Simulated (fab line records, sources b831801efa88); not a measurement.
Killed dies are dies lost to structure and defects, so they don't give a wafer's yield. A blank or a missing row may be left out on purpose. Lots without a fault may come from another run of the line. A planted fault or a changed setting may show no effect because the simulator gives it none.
Chamber matching | flow sky130 | SKY_POLY_GATE_ETCH_17 on rie_si-01: 4 sister chambers
The step etches poly-Si in HBr/Cl2, stops on SiO2, target depth 180 nm, time 70.5 s. 15 wafers are shown with their chamber, then 7 later ones without.

WAFERS WITH THEIR CHAMBER
wafer  | chamber | drypump_motor_current_A (A) | oes_product_au (a.u.) | throttle_valve_pct (%)
L104.2 | 3       | 6.2                         | 0.984                 | 33.683
L104.3 | 2       | 6.7                         | 0.973                 | 33.685
L104.6 | 2       | 6.6                         | 0.977                 | 33.680
L105.1 | 3       | 6.2                         | 0.981                 | 33.679
L105.4 | 1       | 5.7                         | 0.974                 | 33.691
L105.5 | 3       | 6.2                         | 0.978                 | 33.676
L107.1 | 0       | 5.6                         | 0.982                 | 33.679
L107.2 | 3       | 6.2                         | 0.984                 | 33.680
L107.4 | 1       | 5.7                         | 0.976                 | 33.692
L109.2 | 2       | 6.7                         | 0.980                 | 33.677
L109.3 | 1       | 5.7                         | 0.986                 | 33.681
L109.4 | 3       | 6.2                         | 0.987                 | 33.695
L111.5 | 3       | 6.2                         | 1.005                 | 33.675
L117.3 | 1       | 5.7                         | 0.977                 | 33.662
L117.4 | 0       | 5.6                         | 0.976                 | 33.678

SIGNATURES (means of the wafers above)
reading                 | chamber 0 | chamber 1 | chamber 2 | chamber 3 | scatter within a chamber
drypump_motor_current_A | 5.600     | 5.700     | 6.667     | 6.200     | 0.0246
oes_product_au          | 0.97900   | 0.97825   | 0.97667   | 0.98650   | 0.00729
throttle_valve_pct      | 33.67850  | 33.68150  | 33.68067  | 33.68133  | 0.00894
Rule: a wafer's distance from a chamber is the root of the sum, over the readings, of the square of ((its reading less the chamber's mean) divided by the reading's scatter). The wafer belongs to the nearest chamber; if the next one is less than 2 further off, it can't be placed. The scatter: the root of (the sum of the squares of (reading less its chamber's mean) over the shown wafers, divided by (wafers less chambers)).

WAFERS WITHOUT THEIR CHAMBER
wafer  | drypump_motor_current_A (A) | oes_product_au (a.u.) | throttle_valve_pct (%)
L117.6 | 5.6                         | 0.978                 | 33.665
L119.1 | 6.7                         | 0.971                 | 33.682
L119.4 | 5.6                         | 0.986                 | 33.688
L119.5 | 5.7                         | 0.970                 | 33.675
L123.1 | 6.1                         | 0.995                 | 33.682
L123.3 | 5.7                         | 0.981                 | 33.675
L123.6 | 5.7                         | 0.982                 | 33.682

WHICH CHAMBER EACH WENT THROUGH
wafer  | from the rows above | in truth
L117.6 | 0                   | 0
L119.1 | 2                   | 2
L119.4 | 0                   | 0
L119.5 | 1                   | 1
L123.1 | 3                   | 3
L123.3 | 1                   | 1
L123.6 | 1                   | 1
Placed correctly: 7 of 7. Can't be placed from these rows: 0. Placed wrongly: 0.
